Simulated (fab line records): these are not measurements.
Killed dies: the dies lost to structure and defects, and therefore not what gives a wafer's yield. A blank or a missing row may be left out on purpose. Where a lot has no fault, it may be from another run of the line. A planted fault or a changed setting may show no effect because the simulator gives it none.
Which of the tools did it? | flow sky130 | route of 708 steps, sampled at 1 step: 10 lots, 30 wafers

## WHAT THE GAUGES SHOWED, per wafer
SKY_METAL2_CD_MEAS_15: target cd 140 nm.
lot  | measured     | on        | cd_nm (nm)
L147 | day 36 23:37 | cd_sem-02 | 140.2 139.2 138.6
L148 | day 37 03:26 | cd_sem-01 | 138.2 139.8 138.7
L151 | day 37 18:52 | cd_sem-02 | 141.2 142.4 140.4
L152 | day 37 19:35 | cd_sem-01 | 139.0 138.4 139.9
L155 | day 37 19:50 | cd_sem-02 | 137.6 139.8 138.2
L154 | day 37 20:10 | cd_sem-01 | 141.4 140.1 141.4
L166 | day 43 19:55 | cd_sem-02 | 142.1 140.9 141.2
L167 | day 43 22:56 | cd_sem-02 | 142.4 143.7 140.4
L169 | day 44 00:18 | cd_sem-01 | 138.4 137.6 138.6
L168 | day 44 01:37 | cd_sem-01 | 136.4 137.8 137.5

## EACH LOT AND THE TOOL THAT RAN IT (in order: tool; ch and the chambers of the sampled wafers; start)
No process step before these readings appears in the record.

## WHAT THE TOOLS THEMSELVES READ (means of the sampled wafers that have a number; where no wafer has one, the mark that the record gives instead)
The record holds no such reading with a usual standard deviation.

## THE ANSWER, worked out from the rows above alone
Rule: the lots themselves supply what counts as usual. Put in order of their means at a reading, lots are off if they are a third of the lots or fewer, leave a main group of 4 or more, and stand apart from it by a gap of 3 or more times the standard deviation of the main group's means; of several such gaps the widest counts. A main group whose means are all the same, to the digits that the tables above print for the reading, isn't used. Also off: a lot with no number at a reading for which 4 or more lots have one. Any other lot the step has rows for is counted as sound. After the gauges, taken in route order, come the tools' own readings; for these a lot's mean is taken, as printed above. At the first step where some lot is off, the reading lying furthest off is the one used; lots without a number count as furthest.
Across all readings shown, no lot is off: no conclusion can be drawn from this.

## WHAT THE SIMULATOR HAD INSERTED
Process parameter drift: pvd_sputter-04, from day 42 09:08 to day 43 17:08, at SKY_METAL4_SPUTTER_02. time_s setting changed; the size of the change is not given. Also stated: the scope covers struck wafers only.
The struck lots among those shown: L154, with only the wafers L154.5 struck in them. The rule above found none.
